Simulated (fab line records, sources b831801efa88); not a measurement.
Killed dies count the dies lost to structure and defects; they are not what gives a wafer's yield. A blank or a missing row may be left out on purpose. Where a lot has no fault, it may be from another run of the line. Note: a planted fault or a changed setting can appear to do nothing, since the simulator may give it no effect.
Which tool is to blame? ; flow gf180mcu ; 14 lots with 42 wafers sampled at 6 steps, on a route of 602 steps

## WHAT THE GAUGES READ, wafer by wafer
GF_M5_CD_MEAS_07: the cd target is 280 nm.
lot;measured;on;cd nm (nm)
L650;day 26 15:08;cd sem-01;280.4 282.2 282.0
L651;day 26 22:04;cd sem-01;281.0 279.0 280.4
L653;day 27 17:30;cd sem-01;279.8 280.1 279.8
L652;day 27 19:10;cd sem-02;280.4 281.0 278.9
L656;day 28 19:32;cd sem-01;278.3 277.2 277.5
L658;day 29 08:38;cd sem-01;280.4 280.3 280.1
L659;day 29 17:07;cd sem-01;280.6 280.4 280.6
L660;day 30 00:22;cd sem-01;280.1 280.8 281.0
L661;day 30 04:58;cd sem-02;281.9 280.5 281.1
L668;day 32 00:56;cd sem-02;281.2 280.9 281.3
L669;day 32 06:14;cd sem-01;278.9 279.5 279.5
L670;day 32 11:23;cd sem-01;279.4 279.0 279.0
L671;day 32 15:12;cd sem-01;281.1 281.1 281.1
L672;day 32 20:28;cd sem-01;278.6 277.8 277.8

GF_PASSIVATION_BOW_MEAS_14.
lot;measured;on;PASSIVATION_BOW (um)
L650;day 29 08:40;film metro-04;145 155 145
L651;day 29 14:49;film metro-04;138 127 135
L653;day 30 08:20;film metro-04;133 128 131
L652;day 30 11:19;film metro-02;138 156 142
L656;day 31 09:20;film metro-02;136 136 149
L658;day 31 19:52;film metro-02;105 98 102
L659;day 32 05:02;film metro-04;102 100 100
L660;day 32 10:44;film metro-04;132 131 136
L661;day 32 15:39;film metro-01;150 130 140
L668;day 34 06:50;film metro-02;119 109 128
L669;day 34 11:38;film metro-04;133 136 131
L670;day 34 16:02;film metro-04;143 145 137
L671;day 34 19:17;film metro-01;125 125 142
L672;day 34 23:22;film metro-04;148 142 139

## WHICH TOOL RAN EACH LOT (tool, then ch and the chambers of the sampled wafers, then the start)
lot;GF_MIM_STRIP_20;GF_M5_STRIP_11;GF_PASSIVATION_CVD_00;GF_PASSIVATION_ETCH_11
L650;plasma asher-03 ch 0,1, day 25 17:37;plasma asher-03 ch 0,1, day 26 15:26;pecvd-01 ch 0,1, day 28 11:07;rie diel-01 ch 0,1,3, day 29 06:50
L651;plasma asher-02 ch 0,1, day 26 01:07;plasma asher-03 ch 0,1, day 26 22:22;pecvd-03 ch 1,2, day 28 17:32;rie diel-03 ch 0,2,3, day 29 12:59
L653;plasma asher-02 ch 1, day 26 21:02;plasma asher-02 ch 0,1, day 27 17:47;pecvd-04 ch 0,1,2, day 29 11:34;rie diel-04 ch 0,2, day 30 06:30
L652;plasma asher-01 ch 0,1, day 26 22:26;plasma asher-04 ch 0,1, day 27 19:28;pecvd-03 ch 0,1, day 29 14:07;rie diel-01 ch 1,3, day 30 09:13
L656;plasma asher-01 ch 0,1, day 27 23:52;plasma asher-03 ch 0,1, day 28 19:50;pecvd-03 ch 0,1,2, day 30 13:03;rie diel-01 ch 0,2,3, day 31 07:30
L658;plasma asher-02 ch 0, day 28 12:54;plasma asher-02 ch 1, day 29 08:55;pecvd-04 ch 1,2, day 31 00:17;rie diel-03 ch 0,2, day 31 18:01
L659;plasma asher-03 ch 0,1, day 28 21:33;plasma asher-04 ch 0,1, day 29 17:23;pecvd-01 ch 1,2, day 31 09:25;rie diel-01 ch 0,1, day 32 03:10
L660;plasma asher-01 ch 0, day 29 04:54;plasma asher-02 ch 0,1, day 30 00:40;pecvd-03 ch 0,1, day 31 15:52;rie diel-01 ch 0,3, day 32 08:54
L661;plasma asher-01 ch 0,1, day 29 09:55;plasma asher-03 ch 0,1, day 30 05:14;pecvd-04 ch 0,1,2, day 31 20:55;rie diel-01 ch 0,3, day 32 13:48
L668;plasma asher-02 ch 0,1, day 31 07:21;plasma asher-04 ch 0,1, day 32 01:14;pecvd-03 ch 1,2, day 33 12:36;rie diel-03 ch 1,2,3, day 34 05:00
L669;plasma asher-01 ch 0,1, day 31 12:48;plasma asher-02 ch 0,1, day 32 06:32;pecvd-03 ch 0,1,2, day 33 18:05;rie diel-04 ch 0,2,3, day 34 09:48
L670;plasma asher-01 ch 0,1, day 31 17:46;plasma asher-04 ch 0,1, day 32 11:40;pecvd-03 ch 1,2, day 33 23:02;rie diel-04 ch 0,2, day 34 14:10
L671;plasma asher-01 ch 0,1, day 31 22:08;plasma asher-04 ch 0,1, day 32 15:29;pecvd-04 ch 0,1,2, day 34 02:40;rie diel-04 ch 0,2,3, day 34 17:27
L672;plasma asher-03 ch 0,1, day 32 03:52;plasma asher-02 ch 0,1, day 32 20:46;pecvd-04 ch 0,1,2, day 34 06:55;rie diel-04 ch 1,2, day 34 21:32
- GF_MIM_STRIP_20: strips in O2/N2.
- GF_M5_STRIP_11: strips in O2/N2.
- GF_PASSIVATION_CVD_00: deposits SiO2 from TEOS, target thk 1000 nm, time 111.95 s.
- GF_PASSIVATION_ETCH_11: etches the open film in CF4/O2, stops on TiN, target depth 1800 nm, time 400 s.

## AS READ BY THE TOOLS THEMSELVES (means over the sampled wafers that have a number; for cases with no such wafer, the mark the record gives instead)
GF_MIM_STRIP_20.
lot;tool;drypump motor current A (A);heater power w (W);o2 flow sccm (sccm);oes product au (a.u.);platen temp c (C);strip time to endpoint s (s)
L650;plasma asher-03;5.87;279;3011;0.690;249.98;11.21
L651;plasma asher-02;5.76;295;2993;0.690;250.15;11.27
L653;plasma asher-02;5.61;301;3002;0.696;250.01;11.32
L652;plasma asher-01;5.94;346;3009;0.690;249.91;11.21
L656;plasma asher-01;5.96;345;2991;0.692;250.01;11.27
L658;plasma asher-02;6.00;269;2998;0.691;249.94;11.21
L659;plasma asher-03;5.82;282;2999;0.694;250.02;11.23
L660;plasma asher-01;5.89;410;2995;0.689;249.99;11.27
L661;plasma asher-01;5.94;347;3004;0.695;250.04;11.20
L668;plasma asher-02;5.89;284;2994;0.694;249.95;11.28
L669;plasma asher-01;5.91;377;3001;0.691;250.01;11.21
L670;plasma asher-01;5.91;377;3004;0.688;250.20;11.19
L671;plasma asher-01;5.96;342;3000;0.693;249.83;11.23
L672;plasma asher-03;6.00;307;3001;0.693;249.76;11.20

GF_M5_STRIP_11.
lot;tool;drypump motor current A (A);heater power w (W);o2 flow sccm (sccm);oes product au (a.u.);platen temp c (C);strip time to endpoint s (s)
L650;plasma asher-03;6.0;298;2995;0.547;249.98;7.51
L651;plasma asher-03;6.0;300;3004;0.541;250.08;7.53
L653;plasma asher-02;5.9;282;3003;0.549;250.00;7.54
L652;plasma asher-04;5.4;327;2997;0.543;250.01;7.53
L656;plasma asher-03;6.0;301;3001;0.543;250.02;7.54
L658;plasma asher-02;5.6;300;2994;0.541;249.95;7.56
L659;plasma asher-04;5.4;328;2997;0.546;250.00;7.52
L660;plasma asher-02;5.7;294;2997;0.548;250.03;7.51
L661;plasma asher-03;6.0;304;3006;0.542;250.00;7.52
L668;plasma asher-04;5.9;331;3000;0.540;249.95;7.57
L669;plasma asher-02;5.9;286;2994;0.541;250.01;7.51
L670;plasma asher-04;5.5;329;3005;0.541;250.18;7.51
L671;plasma asher-04;5.5;332;3001;0.541;250.03;7.49
L672;plasma asher-02;5.9;285;3001;0.545;250.03;7.50

GF_PASSIVATION_CVD_00.
lot;tool;heater power outer w (W);heater power w (W)
L650;pecvd-01;490;840
L651;pecvd-03;461;729
L653;pecvd-04;405;739
L652;pecvd-03;357;658
L656;pecvd-03;420;713
L658;pecvd-04;-;-
L659;pecvd-01;-;-
L660;pecvd-03;421;703
L661;pecvd-04;391;716
L668;pecvd-03;437;699
L669;pecvd-03;428;723
L670;pecvd-03;442;706
L671;pecvd-04;430;783
L672;pecvd-04;467;829

GF_PASSIVATION_ETCH_11.
lot;tool;drypump motor current A (A);oes product au (a.u.);throttle valve pct (%)
L650;rie diel-01;5.53;0.970;5.952
L651;rie diel-03;6.04;0.963;5.956
L653;rie diel-04;5.63;0.961;5.957
L652;rie diel-01;5.54;0.965;5.954
L656;rie diel-01;5.76;0.967;5.961
L658;rie diel-03;6.23;0.988;5.974
L659;rie diel-01;5.55;0.984;5.957
L660;rie diel-01;5.66;0.969;5.978
L661;rie diel-01;5.67;0.962;5.953
L668;rie diel-03;5.89;0.962;5.962
L669;rie diel-04;5.60;0.957;5.962
L670;rie diel-04;5.46;0.969;5.949
L671;rie diel-04;5.61;0.966;5.971
L672;rie diel-04;5.80;0.970;5.962

## THE ANSWER, worked out from the rows above alone
Rule: usual is defined by the lots themselves. Put in order of their means at a reading, lots are off if they are a third of the lots or fewer, leave a main group of 4 or more, and stand apart from it by a gap of 3 or more times the standard deviation of the main group's means; of several such gaps the widest counts. Not used: any main group whose means are identical at the precision the tables above print for the reading. Also off: a lot with no number at a reading for which 4 or more lots have one. Where the step has rows for the other lots, those lots are counted as sound. First the gauges in route order, then the tools' own readings, where a lot's mean is used as printed above. At the first step where some lot is off, the reading lying furthest off is the one used; lots without a number count as furthest.
Off at GF_PASSIVATION_CVD_00 (heater power outer w): L658, L659. Without a number there: L658, L659. The main group has a mean of 429 W with a standard deviation of 34.
A tool fits if, at that step or a process step before it, it ran every lot that is off, and no sound lot after the first of them. No candidate that was tried fits.

## WHAT HAD BEEN PUT IN BY THE SIMULATOR
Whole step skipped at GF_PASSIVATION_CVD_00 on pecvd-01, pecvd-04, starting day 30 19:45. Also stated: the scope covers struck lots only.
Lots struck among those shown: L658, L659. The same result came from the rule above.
